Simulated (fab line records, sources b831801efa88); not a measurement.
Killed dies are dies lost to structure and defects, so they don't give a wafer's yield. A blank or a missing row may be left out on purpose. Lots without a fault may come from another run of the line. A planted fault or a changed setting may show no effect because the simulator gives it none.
Which tool did it? | flow sky130 | 14 lots, 42 wafers sampled, at 5 steps of a route of 708

WHAT THE GAUGES READ, wafer by wafer
SKY_FIELD_ISO_THK_MEAS_23.
lot  | measured    | on            | FIELD_ISO_OXIDATION_01_THK (nm)
L604 | day 2 06:48 | film_metro-01 | 9.58 9.68 9.79
L605 | day 2 14:52 | film_metro-01 | 10.01 9.93 9.88
L606 | day 2 19:54 | film_metro-02 | 9.92 10.03 9.98
L608 | day 3 09:10 | film_metro-04 | 9.87 9.63 9.66
L609 | day 3 10:20 | film_metro-02 | 9.70 10.10 9.75
L610 | day 3 14:21 | film_metro-04 | 10.01 9.87 10.05
L611 | day 3 19:49 | film_metro-02 | 9.85 10.06 9.93
L612 | day 4 02:52 | film_metro-04 | 9.87 9.84 9.65
L613 | day 4 06:32 | film_metro-02 | 9.97 9.91 10.06
L615 | day 4 15:49 | film_metro-04 | 10.33 10.09 10.31
L616 | day 4 22:13 | film_metro-02 | 10.06 9.93 10.03
L617 | day 5 05:20 | film_metro-01 | 10.49 10.29 10.40
L618 | day 5 10:52 | film_metro-02 | 10.15 10.20 10.13
L619 | day 5 14:38 | film_metro-01 | 9.88 9.92 9.90

SKY_NWELL_TW_MEAS_26.
lot  | measured    | on            | NWELL_2_TW
L604 | day 5 10:24 | film_metro-03 | 497 498 499
L605 | day 5 16:30 | film_metro-01 | 499 502 503
L606 | day 5 23:23 | film_metro-01 | 503 502 501
L608 | day 6 16:58 | film_metro-04 | 487 485 487
L609 | day 6 17:55 | film_metro-04 | 487 484 485
L610 | day 6 20:44 | film_metro-04 | 483 485 484
L611 | day 7 05:28 | film_metro-03 | 500 498 496
L612 | day 7 12:10 | film_metro-03 | 498 495 496
L613 | day 7 15:49 | film_metro-04 | 484 488 487
L615 | day 8 01:16 | film_metro-04 | 486 488 488
L616 | day 8 09:45 | film_metro-04 | 492 490 488
L617 | day 8 21:53 | film_metro-01 | 496 497 499
L618 | day 9 01:50 | film_metro-03 | 496 497 495
L619 | day 9 07:01 | film_metro-01 | 502 497 501

SKY_VT_ADJUST_HVTP_TW_MEAS_11.
lot  | measured     | on            | VT_ADJUST_HVTP_TW
L604 | day 6 06:07  | film_metro-03 | 1355 1354 1353
L605 | day 6 11:54  | film_metro-02 | 1358 1350 1346
L606 | day 6 18:28  | film_metro-01 | 1372 1375 1363
L608 | day 7 14:16  | film_metro-01 | 1362 1367 1366
L609 | day 7 14:59  | film_metro-02 | 1347 1346 1353
L610 | day 7 18:20  | film_metro-02 | 1362 1348 1355
L611 | day 8 01:50  | film_metro-02 | 1358 1360 1364
L612 | day 8 09:01  | film_metro-01 | 1357 1365 1356
L613 | day 8 13:08  | film_metro-03 | 1366 1351 1364
L615 | day 8 23:52  | film_metro-03 | 1362 1353 1359
L616 | day 9 08:22  | film_metro-01 | 1367 1374 1368
L617 | day 9 19:15  | film_metro-01 | 1358 1359 1364
L618 | day 9 23:57  | film_metro-03 | 1413 1411 1417
L619 | day 10 03:56 | film_metro-02 | 1399 1397 1402

SKY_SONOS_TUNNEL_TW_MEAS_12.
lot  | measured     | on            | SONOS_TUNNEL_TW
L604 | day 11 12:10 | film_metro-03 | 197.7 197.8 198.2
L605 | day 11 20:04 | film_metro-03 | 197.9 198.9 198.2
L606 | day 12 03:43 | film_metro-04 | 193.8 194.7 193.3
L608 | day 13 02:08 | film_metro-02 | 195.7 196.1 196.1
L609 | day 13 03:35 | film_metro-04 | 194.1 195.3 196.2
L610 | day 13 09:03 | film_metro-03 | 196.8 196.8 198.2
L611 | day 13 18:29 | film_metro-03 | 196.6 197.4 197.1
L612 | day 14 02:41 | film_metro-04 | 192.4 194.1 194.6
L613 | day 14 08:12 | film_metro-03 | 198.7 198.4 198.4
L615 | day 14 19:25 | film_metro-04 | 193.7 193.9 193.3
L616 | day 15 07:04 | film_metro-04 | 194.2 194.6 193.0
L617 | day 15 21:35 | film_metro-03 | 198.9 197.7 198.9
L618 | day 16 05:07 | film_metro-03 | 198.2 197.8 197.1
L619 | day 16 09:14 | film_metro-04 | 193.7 193.9 194.3

WHICH TOOL RAN EACH LOT (tool, then ch and the chambers of the sampled wafers, then the start)
lot  | SKY_VT_ADJUST_HVTP_IMPLANT_09
L604 | implanter-01 ch 0, day 6 05:52
L605 | implanter-03 ch 0, day 6 11:39
L606 | implanter-01 ch 0, day 6 18:13
L608 | implanter-04 ch 0, day 7 14:02
L609 | implanter-04 ch 0, day 7 14:44
L610 | implanter-03 ch 0, day 7 18:05
L611 | implanter-03 ch 0, day 8 01:35
L612 | implanter-03 ch 0, day 8 08:48
L613 | implanter-03 ch 0, day 8 12:53
L615 | implanter-04 ch 0, day 8 23:38
L616 | implanter-01 ch 0, day 9 08:07
L617 | implanter-01 ch 0, day 9 19:00
L618 | implanter-01 ch 0, day 9 23:42
L619 | implanter-01 ch 0, day 10 03:41
- SKY_VT_ADJUST_HVTP_IMPLANT_09

WHAT THE TOOLS THEMSELVES READ (means of the sampled wafers that have a number; where no wafer has one, the mark that the record gives instead)
SKY_VT_ADJUST_HVTP_IMPLANT_09.
lot  | tool         | dose_ions_cm2 | faraday_current_uA
L604 | implanter-01 | 4.3e+12       | 23.9
L605 | implanter-03 | 4.3e+12       | 24.2
L606 | implanter-01 | 4.3e+12       | 24.4
L608 | implanter-04 | 4.3e+12       | 24.4
L609 | implanter-04 | 4.3e+12       | 24.1
L610 | implanter-03 | 4.3e+12       | 24.3
L611 | implanter-03 | 4.3e+12       | 24.5
L612 | implanter-03 | 4.3e+12       | 24.7
L613 | implanter-03 | 4.3e+12       | 24.4
L615 | implanter-04 | 4.3e+12       | 24.2
L616 | implanter-01 | 4.3e+12       | 24.6
L617 | implanter-01 | 4.3e+12       | 24.0
L618 | implanter-01 | 4.9e+12       | 27.6
L619 | implanter-01 | 4.9e+12       | 27.5

THE ANSWER, worked out from the rows above alone
Rule: what is usual is taken from the lots themselves. Put in order of their means at a reading, lots are off if they are a third of the lots or fewer, leave a main group of 4 or more, and stand apart from it by a gap of 3 or more times the standard deviation of the main group's means; of several such gaps the widest counts. A main group whose means are all the same, to the digits that the tables above print for the reading, isn't used. A lot without any number at a reading at which 4 lots or more have one is off too. The other lots that the step has rows for count as sound. The gauges are gone through in route order, then the tools' own readings, and for those a lot's mean is taken as printed above. The first step at which some lot is off is used, and at that step the reading that is off furthest; a lot without a number counts as furthest.
Off: L618, L619, at SKY_VT_ADJUST_HVTP_TW_MEAS_11 (VT_ADJUST_HVTP_TW). The main group: mean 1359, standard deviation 6.3.
A tool fits if, at a process step before that reading, it ran every lot that is off, and no sound lot after the first of them. The gauges at SKY_VT_ADJUST_HVTP_TW_MEAS_11 aren't tried: what is off there is off at SKY_VT_ADJUST_HVTP_IMPLANT_09 too, on other tools, and a gauge's error can't cause that. One fits: implanter-01 at SKY_VT_ADJUST_HVTP_IMPLANT_09. Its last sound lot is L617 (day 9 19:00), its first lot that is off L618 (day 9 23:42): a fault that began between those two fits.
The tool's own readings at SKY_VT_ADJUST_HVTP_IMPLANT_09 bear it out: on the lots that are off they differ by more than 5 times the standard deviation of the sound lots' means. dose_ions_cm2 reads 4.9e+12 there against 4.3e+12 on the sound lots; faraday_current_uA reads 27.6 there against 24.3 on the sound lots.

WHAT THE SIMULATOR HAD PUT IN
Process parameter drift: implanter-01, from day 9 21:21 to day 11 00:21, at SKY_VT_ADJUST_HVTP_IMPLANT_09. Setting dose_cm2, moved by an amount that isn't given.
Lots struck among those shown: L618, L619. The rule above found the same.
